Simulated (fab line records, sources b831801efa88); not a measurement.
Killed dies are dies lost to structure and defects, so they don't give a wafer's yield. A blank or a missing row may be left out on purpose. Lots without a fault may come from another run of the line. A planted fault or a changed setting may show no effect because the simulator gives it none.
Which tool did it? | flow sky130 | 12 lots, 36 wafers sampled, at 1 step of a route of 708

WHAT THE GAUGES READ, wafer by wafer
SKY_SD_P_CD_MEAS_07: target cd 380 nm.
lot  | measured     | on        | cd_nm (nm)
L075 | day 26 02:31 | cd_sem-02 | 381.0 379.4 379.7
L077 | day 26 19:11 | cd_sem-02 | 381.0 382.8 380.4
L079 | day 27 06:26 | cd_sem-02 | 380.0 378.6 379.2
L081 | day 28 01:28 | cd_sem-01 | 374.2 377.6 377.9
L083 | day 28 20:03 | cd_sem-02 | 379.2 378.7 380.9
L085 | day 29 11:50 | cd_sem-02 | 377.4 376.3 375.7
L087 | day 30 01:15 | cd_sem-01 | 375.9 375.6 377.6
L089 | day 30 19:47 | cd_sem-02 | 378.9 377.3 379.8
L091 | day 31 12:02 | cd_sem-01 | 383.1 380.3 381.6
L093 | day 31 23:38 | cd_sem-01 | 375.2 374.7 377.2
L095 | day 32 14:58 | cd_sem-01 | 375.8 378.6 378.4
L097 | day 33 12:23 | cd_sem-02 | 375.9 374.0 377.5

WHICH TOOL RAN EACH LOT (tool, then ch and the chambers of the sampled wafers, then the start)
The record holds no process step before these readings.

THE ANSWER, worked out from the rows above alone
Rule: what is usual is taken from the lots themselves. Put in order of their means at a reading, lots are off if they are a third of the lots or fewer, leave a main group of 4 or more, and stand apart from it by a gap of 3 or more times the standard deviation of the main group's means; of several such gaps the widest counts. A main group whose means are all the same, to the digits that the tables above print for the reading, isn't used. A lot without any number at a reading at which 4 lots or more have one is off too. The other lots that the step has rows for count as sound.
No lot is off at any reading shown: from this, nothing can be told.

WHAT THE SIMULATOR HAD PUT IN
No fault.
